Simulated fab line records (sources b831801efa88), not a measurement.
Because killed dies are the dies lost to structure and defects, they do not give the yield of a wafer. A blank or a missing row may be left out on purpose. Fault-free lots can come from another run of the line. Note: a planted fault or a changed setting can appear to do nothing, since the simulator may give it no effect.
One fault seen from 2 desks	flow gf180mcu	what lay behind the numbers comes last; until then each desk has only its own

## FOR THE TOOL OWNER'S DESK: cmp-02
The tool's own readings at GF_CONTACT_CMP_27 (polishes, stops on SiO2, t overpolish 15 s, target thk 0 nm): means of the sampled wafers that have a number, for each lot that ran on this tool. Marked OUT: a lot whose mean sits more than 4 standard deviations from the usual mean, which makes it out of limits; the brackets give that distance.
Columns: A = edge-zone-pressure-frac at GF_CONTACT_CMP_27, usual 1.000; B = head-pressure-psi at GF_CONTACT_CMP_27, usual 3.500 psi; C = motor-current-A at GF_CONTACT_CMP_27, usual 10.4 A; D = overpolish-run-s at GF_CONTACT_CMP_27, usual 15.000 s; E = time-to-endpoint-s at GF_CONTACT_CMP_27, usual 71 s
lot	first seen here	A	B	C	D	E
L720	day 16 21:35	0.999	3.499	11.3	15.007	68
L722	day 17 15:12	1.000	3.499	10.9	15.003	71
L723	day 17 15:59	1.000	3.506	11.0	15.008	70
L731	day 20 04:11	0.997	3.554 (+7.7) OUT	10.6	14.999	70
L733	day 21 00:11	1.004	3.539 (+5.6) OUT	10.6	14.998	72
L743	day 24 00:20	1.004	3.504	11.2	14.995	74
This desk's finding: out of limits on L731, L733; first on L731, day 20 04:11 (head-pressure-psi at GF_CONTACT_CMP_27). L720, L722, L723, L743: within limits.

## FROM THE METROLOGY DESK
What the gauges read for every lot (on any tool): the sampled wafers with a number, averaged. Marked OUT: a lot whose mean sits more than 4 standard deviations from the usual mean, which makes it out of limits; the brackets give that distance.
Columns: A = CONTACT_CVD_02_THK at GF_CONTACT_THK_MEAS_03, usual 860 nm; B = M1_ALCU_THK at GF_M1_THK_MEAS_06, usual 454 nm
lot	first seen here	A	B
L720	day 15 22:33	857	453
L721	day 16 06:34	857	452
L722	day 16 15:02	855	460
L723	day 16 15:44	873	458
L731	day 19 02:35	853	454
L733	day 19 22:00	855	456
L734	day 20 00:11	859	447
L735	day 20 10:05	862	459
L737	day 21 06:56	861	456
L743	day 23 00:07	863	456
Finding of this desk: none of the 10 lots has anything out of limits.

## TAKEN TOGETHER
The tool owner's desk had the chance to raise an alarm at day 20 04:11 on L731, L733.
Nothing out of limits was seen by the metrology desk.
The metrology desk holds a record of L731, L733, inside its limits.
The lots listed all ran GF_CONTACT_CMP_27 on cmp-02.

## WHAT THE SIMULATOR HAD PUT IN
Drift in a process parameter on cmp-02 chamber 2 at GF_CONTACT_CMP_27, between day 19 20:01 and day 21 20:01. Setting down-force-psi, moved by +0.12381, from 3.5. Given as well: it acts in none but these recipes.
Lots struck among those shown: L731, L733.
Each desk's first reading out of limits, in hours after the fault started: the tool owner's desk, 8.
